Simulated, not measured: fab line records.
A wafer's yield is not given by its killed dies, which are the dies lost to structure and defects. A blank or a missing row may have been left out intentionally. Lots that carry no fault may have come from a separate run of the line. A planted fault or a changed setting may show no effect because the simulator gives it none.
Matching of chambers / flow sky130 / SKY_VIA3_CMP_24 on cmp-01 has 4 sister chambers
The step polishes, stops on SiO2, t overpolish 20 s, target thk 0 nm. 4 wafers are shown with their chamber, then 12 later ones without.

## EACH WAFER AND ITS CHAMBER
wafer=L088.6; chamber=0; motorCurrentA (A)=10.8
wafer=L092.1; chamber=2; motorCurrentA (A)=12.5
wafer=L092.3; chamber=3; motorCurrentA (A)=11.2
wafer=L092.5; chamber=1; motorCurrentA (A)=11.3

## WAFERS WITH NO CHAMBER GIVEN
wafer=L093.3; motorCurrentA (A)=11.0
wafer=L093.4; motorCurrentA (A)=12.3
wafer=L093.5; motorCurrentA (A)=10.8
wafer=L095.2; motorCurrentA (A)=10.7
wafer=L095.3; motorCurrentA (A)=11.4
wafer=L095.5; motorCurrentA (A)=11.2
wafer=L096.1; motorCurrentA (A)=11.6
wafer=L096.3; motorCurrentA (A)=10.8
wafer=L096.4; motorCurrentA (A)=11.9
wafer=L097.1; motorCurrentA (A)=12.4
wafer=L097.2; motorCurrentA (A)=11.8
wafer=L097.5; motorCurrentA (A)=13.3

## WHICH CHAMBER EACH ONE RAN IN
wafer=L093.3; from the rows above=can't be placed: 0 or 3 or 1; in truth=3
wafer=L093.4; from the rows above=2; in truth=2
wafer=L093.5; from the rows above=can't be placed: 0 or 3 or 1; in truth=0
wafer=L095.2; from the rows above=can't be placed: 0 or 3 or 1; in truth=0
wafer=L095.3; from the rows above=can't be placed: 1 or 3 or 0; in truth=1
wafer=L095.5; from the rows above=can't be placed: 3 or 1 or 0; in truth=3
wafer=L096.1; from the rows above=can't be placed: 1 or 3 or 0 or 2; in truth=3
wafer=L096.3; from the rows above=can't be placed: 0 or 3 or 1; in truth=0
wafer=L096.4; from the rows above=can't be placed: 1 or 2 or 3 or 0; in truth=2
wafer=L097.1; from the rows above=2; in truth=2
wafer=L097.2; from the rows above=can't be placed: 1 or 3 or 2 or 0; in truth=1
wafer=L097.5; from the rows above=2; in truth=2
Correctly placed: 3 of 12. Cannot be placed on the basis of these rows: 9; the candidates contain the true chamber in 9. 0 placed wrongly.
How it was worked out, from the rows above alone: a wafer's distance from a chamber is the root of the sum, over the readings, of the square of ((its reading less the chamber's mean) divided by the reading's scatter). If the next closest chamber is less than 2 further off than the closest, the wafer can't be placed; otherwise it belongs to the closest. For every chamber, the mean is computed from those of its wafers that are shown. The scatter: root of mean squared gap, hidden wafer to nearest shown wafer, with one shown wafer a chamber.
